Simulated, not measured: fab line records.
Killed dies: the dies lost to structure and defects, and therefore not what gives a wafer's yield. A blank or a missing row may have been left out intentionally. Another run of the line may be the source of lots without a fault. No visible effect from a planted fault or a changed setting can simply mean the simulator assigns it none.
Code-filled problem report in 8D (eight disciplines) form | flow sky130 | the parts of the form that need people (team, actions taken, sign-off) are left out

## 1. THE PROBLEM
Wafers free of any fault read 539 nm (standard deviation 7.1) for PASSIVATION_CVD_02_THK at SKY_PASSIVATION_THK_MEAS_03, against a mean of 628 nm on 9 wafers of 3 lots. Measured from the usual mean, that is +13 standard deviations.
Earliest sighting: wafer L191.2 on film metro-02 at day 48 17:43. The record holds 36 wafers of 12 lots with a number at this step. Rule for "out", or "out of limits": more than 4 standard deviations from the usual mean. The other wafers with a number count as sound.

## 2. WHAT THIS IS AND IS NOT
question                    | is                           | is not
which readings at this step | PASSIVATION_CVD_02_THK       | -
which lots                  | L191, L192, L193             | L173, L174, L179, L180, L183, L187, L188, L194, L195
which wafers of those lots  | all that have a number       | -
read on which gauges        | film metro-01, film metro-02 | film metro-04
when                        | from day 48 17:43            | up to then (21 sound wafers); but 6 sound wafers of L194, L195 came after

## 3. THE SUSPECTS, EACH WITH WHAT RULES IT OUT
Counting: a tool at a process step up to the reading stays a suspect if it ran every lot that is out and no sound lot after the first of them.
- ruled out: the gauge at SKY_PASSIVATION_THK_MEAS_03. Those wafers that are out were read across 2 gauges (film metro-01, film metro-02).
- plasma asher-04 at SKY_VIA3_STRIP_16 (strips in O2/N2): kept. Every lot that is out went through it, starting with L191 (day 45 02:47), and after that it ran no sound lot; the last sound lot it ran before then is L174 (day 40 10:23).
- pecvd-02 at SKY_PASSIVATION_CVD_02 (deposits Si3N4, target thk 540 nm): kept. Every lot that is out went through it, starting with L191 (day 48 17:29), and after that it ran no sound lot; the last sound lot it ran before then is L187 (day 48 05:36).
What counting leaves: plasma asher-04 at SKY_VIA3_STRIP_16 and pecvd-02 at SKY_PASSIVATION_CVD_02.

## 4. THE CAUSE (what the simulator had put in)
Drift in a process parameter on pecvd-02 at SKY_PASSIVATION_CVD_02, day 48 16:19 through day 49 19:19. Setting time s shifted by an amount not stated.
Counting leaves 2 suspects; this tool is one of them.

## 5. THE EFFECT CHAIN, in route order
Each row: a reading where the mean over the struck wafers with a number is more than 3 standard deviations away from the usual. Readings are gone through only where the record gives a usual standard deviation; hours: the median, over the lots, of the time from a lot's start at the first step in this table giving one to that lot's start at this step; sigmas: the change measured in usual standard deviations.
hours | step                        | reading                | usual  | on struck wafers | change | sigmas
0     | SKY_PASSIVATION_THK_MEAS_03 | PASSIVATION_CVD_02_THK | 539 nm | 628              | +89    | +13

## 6. WHAT WOULD HAVE CAUGHT IT SOONER
In this record the first reading out of limits at a measuring or inspecting step was taken at day 48 17:43, 1 hour after the fault began at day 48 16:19.
Tool readings at SKY_PASSIVATION_CVD_02 with a usual standard deviation given in the record: none out on any struck wafer, hence no alarm at a limit of 4 standard deviations on them.
L193, L192, from the lots that are out (3), started SKY_PASSIVATION_CVD_02 on pecvd-02 later than day 48 17:43. A hold on the tool at that time would have spared those 2.
